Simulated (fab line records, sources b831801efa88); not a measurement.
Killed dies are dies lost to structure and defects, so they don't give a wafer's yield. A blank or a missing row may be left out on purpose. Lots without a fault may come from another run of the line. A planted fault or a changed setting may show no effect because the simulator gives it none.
fab line records | flow sky130
record lots=6 wafers=18 last_day=50
route steps=708 shown METAL5@669 PASSIVATION@681 PAD_OPEN@708
lots that met no fault: from a run of the same line without faults
start_h: hours from the record's first day to the start of the lot's first wafer shown | wait_h: hours since the lot's step before | " the same as in the row above | L1.1+2: a row that stands for several wafers | - no value, or no start given | * or withheld: withheld | < > ~ a bound
route shown NAME@n: a module of which the file shows steps, and the number in the route of the first | usual: mean/standard deviation of fault-free wafers | same: alike in all rows | chamber/n: place in a boat | sites: the reading at each site | _std_site: their standard deviation | _edge_site: outer sites' mean less inner sites' | radius_mm: how far each site lies from the wafer's centre | mask NAME#n: copy n | behind: the tool/chamber that last shaped the wafer | hold: why the lot was held/for how many hours/how that ended | device: the transistor (n, p or np) that didn't switch | end of line: the same wafers' tests at the end of the route | a step without rows: its recipe alone | killed: dies lost to structure and defects at the first sort, not the wafer's yield | map: a wafer's dies, x killed, . not, _ none there
set.NAME: the setting as run; set.NAME@STEP: as run at that earlier step | model.NAME: the simulator's own value behind a step, which no gauge read
lots at some steps of the route; a table a step, a row a wafer
services: from which hour (start_h, from the record's first day; less than 0 if before it) a tool's chamber was out of use, for how many hours, and why
## steps
# step SKY_METAL5_HMDS_08
# recipe prime_time_s=60 prime_temp_c=120
# step SKY_METAL5_COAT_09
# recipe resist=NOVOLAK spin_rpm=3000 resist_thk_nm=1800
# step SKY_METAL5_SOFTBAKE_10
# recipe temp_c=90 time_s=60 resist=NOVOLAK
# step SKY_METAL5_EXPOSE_11
# recipe mask_id=MM5 na=0.6 source_shape=conventional sigma_outer=0.6 polarization=unpolarized target_cd_nm=1600 dose_mj=190
# step SKY_METAL5_PEB_12
# recipe temp_c=withheld time_s=* resist=NOVOLAK
# step SKY_METAL5_DEVELOP_13
# recipe resist=NOVOLAK developer=TMAH develop_time_s=60 dev_temp_c=23
# step SKY_METAL5_DESCUM_14
# recipe chemistry=O2 source_power_w=150 bias_power_w=0 pressure_mtorr=10 temp_c=40 time_s=11
# usual drypump_motor_current_A=5.6/0.43 oes_product_au=0.996/0.0072
# columns lot.wafer tool chamber start_h wait_h drypump_motor_current_A oes_product_au rf_hours_counter_h
L854.1 rie_metal-04 1 1019.95 0.1 5.3 1.004 17
L854.2 " 0 " " 6.1 0.986 5
L854.5 " 1 " " 5.4 0.997 -
L857.3 rie_metal-03 0 1057.43 0.1 5.5 1.007 -
L857.5 " 0 " " 5.5 1.007 -
L857.6 " 1 " " 5.0 0.995 -
L863.2 rie_metal-01 0 1086.57 0.1 6.1 0.996 17
L863.3 " 0 " " 6.1 0.985 -
L863.4 " 1 " " 5.1 0.993 -
L871.1 rie_metal-01 1 1135.87 0.1 5.0 0.991 20
L871.4 " 0 " " 6.1 1.000 -
L871.6 " 0 " " 6.1 0.996 -
L873.2 rie_metal-04 0 1147.06 0.1 6.1 0.994 15
L873.4 " 0 " " 6.1 0.995 -
L873.5 " 1 " " 5.4 0.990 -
L876.1 rie_metal-03 1 1177.19 0.1 5.0 0.988 23
L876.2 " 0 " " 5.5 0.997 17
L876.4 " 0 " " 5.5 0.991 -
# step SKY_METAL5_METAL_ETCH_15
# recipe target_depth_a=12600 stop_on=SiO2 over_etch_frac=0.2 time_s=252 chemistry=Cl2/BCl3 resist_sidewall_deg=86 pressure_mtorr=10 icp_w=900 bias_w=48.5 Cl2_flow_sccm=60 bcl3_flow_sccm=30
# usual drypump_motor_current_A=5.6/0.43 oes_product_au=0.894/0.0052 throttle_valve_pct=22.264/0.0095
# columns lot.wafer tool chamber start_h wait_h drypump_motor_current_A oes_product_au rf_hours_counter_h throttle_valve_pct
L854.1 rie_metal-04 1 1019.99 0.0 5.4 0.906 17 22.259
L854.2 " 0 " " 6.1 0.885 5 22.263
L854.5 " 1 " " 5.4 0.891 - 22.262
L857.3 rie_metal-03 0 1057.53 0.1 5.5 0.895 - 22.276
L857.5 " 0 " " 5.6 0.889 - 22.258
L857.6 " 1 " " 5.0 0.893 - 22.268
L863.2 rie_metal-01 0 1086.61 0.0 6.2 0.900 17 22.259
L863.3 " 0 " " 6.1 0.897 - 22.265
L863.4 " 1 " " 5.1 0.893 - 22.256
L871.1 rie_metal-01 1 1135.91 0.0 5.1 0.899 20 22.272
L871.4 " 0 " " 6.1 0.893 - 22.262
L871.6 " 0 " " 6.2 0.894 - 22.273
L873.2 rie_metal-04 0 1147.09 0.0 6.0 0.891 15 22.259
L873.4 " 0 " " 6.0 0.896 - 22.273
L873.5 " 1 " " 5.4 0.896 - 22.271
L876.1 rie_metal-03 1 1177.22 0.0 5.0 0.896 23 22.256
L876.2 " 0 " " 5.6 0.894 17 22.252
L876.4 " 0 " " 5.5 0.891 - 22.266
# step SKY_METAL5_STRIP_16
# recipe chemistry=O2/N2 power_w=1400 pressure_mtorr=1500 platen_temp_c=withheld o2_flow_sccm=3000 n2_flow_sccm=300 overash_fraction=0.5
# usual drypump_motor_current_A=5.7/0.48 oes_product_au=0.711/0.0042 strip_time_to_endpoint_s=13.18/0.099
# columns lot.wafer tool chamber start_h wait_h drypump_motor_current_A oes_product_au rf_hours_counter_h strip_time_to_endpoint_s
L854.1 plasma_asher-03 1 1020.22 0.2 6.3 0.713 29 13.24
L854.2 " 0 " " 5.6 0.712 29 13.17
L854.5 " 0 " " 5.6 0.712 - 13.17
L857.3 plasma_asher-04 0 1057.72 0.1 5.9 0.711 - 13.06
L857.5 " 0 " " 5.8 0.714 - 13.16
L857.6 " 1 " " 4.9 0.712 - 13.30
L863.2 plasma_asher-03 1 1086.84 0.2 6.3 0.715 36 13.13
L863.3 " 0 " " 5.6 0.709 - 13.02
L863.4 " 1 " " 6.3 0.712 - 13.02
L871.1 plasma_asher-04 0 1136.14 0.2 5.8 0.709 70 13.02
L871.4 " 0 " " 5.8 0.707 - 13.06
L871.6 " 1 " " 4.9 0.712 - 13.06
L873.2 plasma_asher-03 1 1147.32 0.2 6.3 0.713 41 13.14
L873.4 " 0 " " 5.5 0.714 - 13.14
L873.5 " 0 " " 5.6 0.714 - 13.19
L876.1 plasma_asher-01 0 1177.46 0.2 6.2 0.709 11 13.22
L876.2 " 1 " " 5.6 0.717 11 13.05
L876.4 " 0 " " 6.2 0.705 - 13.13
# step SKY_METAL5_STRIP_17
# recipe chemistry=post_etch_residue_remover time_s=1200 temp_c=73.74
# step SKY_METAL5_CLEAN_18
# recipe chemistry=IPA time_s=180 temp_c=25
# step SKY_METAL5_CLEAN_19
# recipe chemistry=O3/DIW dry=n2_spin
# step SKY_PASSIVATION_CVD_00
# recipe material=SiO2 target_thk_nm=90 temp_c=400 time_s=withheld rf_w=600
# usual heater_power_outer_w=377/76 heater_power_w=684/90
# columns lot.wafer tool chamber start_h wait_h heater_power_outer_w heater_power_w
L854.1 pecvd-01 2 1020.85 0.0 432 744
L854.2 " 0 " " 403 773
L854.5 " 0 " " 404 786
L857.3 pecvd-02 1 1058.28 0.0 257 523
L857.5 " 1 " " 256 527
L857.6 " 0 " " 464 775
L863.2 pecvd-01 2 1087.71 0.0 408 721
L863.3 " 0 " " 345 716
L863.4 " 1 " " 521 821
L871.1 pecvd-02 0 1136.74 0.0 510 862
L871.4 " 1 " " 339 614
L871.6 " 0 " " 516 839
L873.2 pecvd-02 2 1147.92 0.0 392 660
L873.4 " 2 " " 387 664
L873.5 " 0 " " 423 734
L876.1 pecvd-03 0 1178.22 0.0 226 503
L876.2 " 2 " " 304 619
L876.4 " 2 " " 308 622
# step SKY_PASSIVATION_THK_MEAS_01
# recipe reads=SiO2_of_PASSIVATION_CVD_00
# usual PASSIVATION_CVD_00_THK=90.0/1
# columns lot.wafer tool chamber start_h wait_h hold PASSIVATION_CVD_00_THK[nm]
L854.1 film_metro-04 - 1020.89 - - 89.1
L854.2 " - " " - 89.1
L854.5 " - " " - 90.6
L857.3 film_metro-04 - 1058.32 - - 89.7
L857.5 " - " " - 89.5
L857.6 " - " " - 90.8
L863.2 film_metro-04 - 1087.74 - - 89.4
L863.3 " - " " - 89.8
L863.4 " - " " - 90.7
L871.1 film_metro-01 - 1136.76 - await_dispo/0.2h/release 81.6
L871.4 " - " " await_dispo/0.2h/release 92.3
L871.6 " - " " await_dispo/0.2h/release 83.5
L871.1 film_metro-01 - 1136.99 0.2 - 81.6
L871.4 " - " " - 92.4
L871.6 " - " " - 83.5
L873.2 film_metro-01 - 1147.95 - await_dispo/0.2h/release 88.3
L873.4 " - " " await_dispo/0.2h/release 90.0
L873.5 " - " " await_dispo/0.2h/release 82.7
L873.2 film_metro-01 - 1148.29 0.3 - 88.4
L873.4 " - " " - 89.9
L873.5 " - " " - 82.9
L876.1 film_metro-01 - 1178.24 - - 88.3
L876.2 " - " " - 88.7
L876.4 " - " " - 89.4
# step SKY_PASSIVATION_CVD_02
# recipe material=Si3N4 target_thk_nm=540 temp_c=400 time_s=withheld rf_w=450
# usual heater_power_outer_w=415/80 heater_power_w=730/94
# columns lot.wafer tool chamber start_h wait_h hold heater_power_outer_w heater_power_w
L854.1 pecvd-03 2 1020.95 0.1 - 359 690
L854.2 " 0 " " - 361 697
L854.5 " 1 " " - 384 682
L857.3 pecvd-03 0 1058.36 0.0 - 340 649
L857.5 " 0 " " - 346 686
L857.6 " 1 " " - 474 825
L863.2 pecvd-02 0 1087.79 0.0 - 523 855
L863.3 " 2 " " - 436 729
L863.4 " 0 " " - 543 875
L871.1 pecvd-03 2 1137.86 0.9 await_dispo/0.8h/release 348 672
L871.4 " 1 " " await_dispo/0.8h/release 442 779
L871.6 " 2 " " await_dispo/0.8h/release 360 697
L873.2 pecvd-01 1 1152.12 3.8 await_dispo/3.8h/release 540 810
L873.4 " 0 " " await_dispo/3.8h/release 439 824
L873.5 " 1 " " await_dispo/3.8h/release 551 855
L876.1 pecvd-02 1 1178.30 0.1 - 280 550
L876.2 " 2 " " - 407 682
L876.4 " 1 " " - 318 592
# step SKY_PAD_OPEN_PROBE_99
# usual defect_limited_yield=81.9/1.9 killed_at_M0_to_M3=45/7.9 killed_at_M4_up=2.9/1.8 killed_at_contacts=25/5.5 killed_at_front_end=16/4.4 killed_at_other=0.3/0.58 killed_dies=89/9.4 killed_open=49/6.8 killed_short=40/6.3 sort_bin_3_pad_short=0.9/0.41 sort_bin_5_function=10.8/1.5 sort_bin_6_memory=6.4/1.2 sort_n_pass=403/9.4 sort_yield_pct=81.9/1.9
# same gross_dies=492 killed_at_back_side=0 sort_bin_4_leakage[%]=0 sort_bin_8_speed[%]=0
# columns lot.wafer tool chamber start_h wait_h defect_limited_yield[%] killed_at_M0_to_M3 killed_at_M4_up killed_at_contacts killed_at_front_end killed_at_other killed_dies killed_open killed_short sort_bin_3_pad_short[%] sort_bin_5_function[%] sort_bin_6_memory[%] sort_n_pass sort_yield_pct[%]
L871.1 prober-01 - 1174.88 0.1 76.4 50 2 36 28 0 116 62 53 1.2 12.4 10.0 376 76.4
L871.4 prober-01 - 1175.03 0.2 79.7 45 1 35 19 0 100 60 40 0.8 11.2 8.3 392 79.7
L871.6 prober-01 - 1175.13 0.2 80.7 41 2 33 19 0 95 52 43 1.0 11.2 7.1 397 80.7
L873.2 prober-01 - 1184.46 0.1 80.1 53 3 27 15 0 98 63 35 0.4 14.2 5.3 394 80.1
L873.4 prober-01 - 1184.56 0.2 79.9 54 0 31 13 1 99 48 49 0.6 13.0 6.5 393 79.9
L873.5 prober-01 - 1184.61 0.2 82.7 47 3 22 13 0 85 41 43 1.4 9.8 6.1 407 82.7
# killed by level:class
L871.1 VIA3:geometric_particle:open=10 LI_CONTACT:geometric_particle:open=10 VIA1:geometric_particle:open=10 CONTACT:geometric_particle:open=10 CONTACT:geometric_particle:short=7 POLY_GATE:geometric_particle:open=6 POLY_GATE:geometric_particle:short=6 VIA1:geometric_particle:short=6
L871.4 LI_CONTACT:geometric_particle:open=12 CONTACT:geometric_particle:open=12 VIA1:geometric_particle:open=10 POLY_GATE:geometric_particle:open=6 METAL2:geometric_particle:short=6 METAL1:geometric_particle:short=5 VIA2:geometric_particle:open=5 VIA3:geometric_particle:open=5
L871.6 CONTACT:geometric_particle:open=12 LI_CONTACT:geometric_particle:open=8 VIA2:geometric_particle:open=7 METAL1:geometric_particle:short=7 VIA1:geometric_particle:open=7 FIELD_ISO:geometric_particle:short=6 FIELD_ISO:geometric_particle:open=5 LOCAL_INTERCONNECT:geometric_particle:short=5
L873.2 CONTACT:geometric_particle:open=12 VIA1:geometric_particle:open=12 VIA2:geometric_particle:open=11 LI_CONTACT:geometric_particle:open=7 VIA3:geometric_particle:open=6 METAL2:geometric_particle:short=6 CONTACT:geometric_particle:short=5 FIELD_ISO:geometric_particle:open=4
L873.4 METAL1:geometric_particle:short=10 LI_CONTACT:geometric_particle:open=9 VIA1:geometric_particle:open=9 CONTACT:geometric_particle:open=8 CONTACT:geometric_particle:short=7 VIA2:geometric_particle:short=6 METAL2:geometric_particle:open=6 VIA2:geometric_particle:open=5
L873.5 VIA1:geometric_particle:open=10 CONTACT:geometric_particle:open=8 VIA2:geometric_particle:open=8 METAL2:geometric_particle:short=7 VIA3:geometric_particle:open=7 FIELD_ISO:geometric_particle:short=5 CONTACT:geometric_particle:short=5 VIA2:geometric_particle:short=4
## services
# columns tool chamber start_h hours kind
plasma_asher-01 - 1014.94 0.6 repair
pecvd-01 0 1016.34 2.1 scheduled_down
pecvd-01 1 1018.47 - clean
pecvd-01 1 1018.47 - consumable_replace:showerhead
pecvd-01 1 1018.47 29.0 scheduled_down
pecvd-03 1 1032.75 4.5 repair
plasma_asher-01 - 1033.46 2.8 pm
pecvd-03 0 1039.46 2.1 scheduled_down
plasma_asher-01 - 1040.23 4.3 pm
rie_metal-03 - 1043.37 1.4 pm
rie_metal-04 - 1046.06 2.8 pm
plasma_asher-01 - 1055.25 9.0 pm
rie_metal-04 - 1064.67 0.1 repair
pecvd-03 - 1084.99 6.0 pm
rie_metal-03 0 1087.26 4.4 repair
rie_metal-03 1 1087.68 18.5 repair
pecvd-03 1 1098.49 2.1 scheduled_down
pecvd-02 0 1106.08 10.8 repair
plasma_asher-03 - 1110.74 3.6 repair
pecvd-03 - 1111.00 0.5 repair
pecvd-03 2 1111.04 2.1 scheduled_down
pecvd-02 - 1131.78 2.4 repair
rie_metal-04 0 1166.41 5.1 repair
plasma_asher-04 - 1177.89 0.5 repair
## key
first_sign step=SKY_PASSIVATION_THK_MEAS_01 reading=visit direction=added
effect step=SKY_PASSIVATION_THK_MEAS_01 reading=PASSIVATION_CVD_00_THK direction=down sigmas=7.1 usual=90.0 struck=82.6
effect step=SKY_PASSIVATION_CVD_02 reading=hold direction=added
met_at SKY_PASSIVATION_CVD_00
struck_wafers L871.1,L871.6,L873.5
onset_between 1058.28 1136.74
fault kind=site_profile_drift tool=pecvd-02 chamber=0 onset_h=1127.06 steps=SKY_PASSIVATION_CVD_00 basis=fraction max_abs_drift=0.20486 slope_share_per_hr=102.43 site_pattern=0,0,0,0,0,-1,-1,-1,-1
